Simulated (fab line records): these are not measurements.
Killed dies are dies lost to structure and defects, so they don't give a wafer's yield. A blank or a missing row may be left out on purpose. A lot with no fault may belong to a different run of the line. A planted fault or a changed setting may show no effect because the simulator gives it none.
A lot that was struck, set against a sound lot	flow sky130	14 out of 708 route steps
Sound: wafers L847.2, L847.3, L847.6. Struck: wafers L857.1, L857.4, L857.6. At the end, the cause is stated.
Order at every step that has rows: each side's tool, ch and its chambers, its first start. Under that, the readings that differ: sound wafers	struck wafers	difference of the means	sigmas: that difference in standard deviations of wafers without a fault.
alike: readings with means less than 2 such deviations apart, plus words and numbers identical on both sides. not compared: withheld readings, readings lacking a value on some wafer, bounds such as >300 that could conceal the same value, and numbers that have no deviation in the record and whose values overlap.
Wherever a step has rows on one side only, a row that says differs or no value, or a row with sigmas, the two part there. Numbers that don't overlap but have no deviation are shown without sigmas and don't part them. A reading missing from all wafers of one side parts the sides only when that side holds two or more wafers.

first, 3 steps without rows for these wafers: SKY_VT_ADJUST_HVTR_EXPOSE_04 (exposes mask HVTRM, target cd 380 nm); SKY_VT_ADJUST_HVTR_PEB_05; SKY_VT_ADJUST_HVTR_DEVELOP_06 (develop time 60 s).
SKY_VT_ADJUST_HVTR_CD_MEAS_07: target cd 380 nm.
  sound: cd sem-02 at day 12 04:38; struck: cd sem-02 at day 15 08:10
reading	sound	struck	difference	sigmas
cd nm (nm)	378.0 379.3 378.7	385.5 381.9 383.9	+5.1	+2
SKY_VT_ADJUST_HVTR_OVL_MEAS_08:
  sound: overlay-02 at day 12 04:45; struck: overlay-01 at day 15 08:17
  alike: VT_ADJUST_HVTR_OVL
then, 1 step without rows for these wafers: SKY_VT_ADJUST_HVTR_IMPLANT_09.
SKY_VT_ADJUST_HVTR_STRIP_10: strips in O2/N2.
  sound on plasma asher-03 ch 0,1, day 12 04:56; struck on plasma asher-01 ch 0,1, day 15 08:29
reading	sound	struck	difference	sigmas
strip time to endpoint s (s)	14.27 14.26 14.22	14.13 14.20 14.16	-0.09	-2
  alike: chamber pressure mTorr, drypump motor current A, oes product au
  not compared: rf hours counter h
SKY_VT_ADJUST_HVTR_TW_MEAS_11:
  sound: film metro-03 at day 12 05:02; struck: film metro-03 at day 15 08:35
  alike: VT_ADJUST_HVTR_TW
then, 4 steps without rows for these wafers: SKY_VT_ADJUST_PCH_DEHYDRATE_00 (time 60 s); SKY_VT_ADJUST_PCH_HMDS_01 (prime time 60 s); SKY_VT_ADJUST_PCH_COAT_02 (resist thk 3000 nm); SKY_VT_ADJUST_PCH_SOFTBAKE_03.
SKY_VT_ADJUST_PCH_EXPOSE_04: exposes mask NWM, target cd 840 nm.
  sound on iline stepper-02 ch 0, day 12 17:08; struck on iline stepper-02, day 15 22:31
  no value came back on the struck wafers for exposure dose mJ cm2, focus offset nm (nm), stage vel mm s (mm/s); on the sound wafers exposure dose mJ cm2 reads 255.27 254.66 255.21
  alike: mask
then, 1 step without rows for these wafers: SKY_VT_ADJUST_PCH_PEB_05.

## WHERE THEY PART
Earliest at SKY_VT_ADJUST_HVTR_CD_MEAS_07; latest, in this record, at SKY_VT_ADJUST_PCH_EXPOSE_04.

WHY: the cause the simulator had injected
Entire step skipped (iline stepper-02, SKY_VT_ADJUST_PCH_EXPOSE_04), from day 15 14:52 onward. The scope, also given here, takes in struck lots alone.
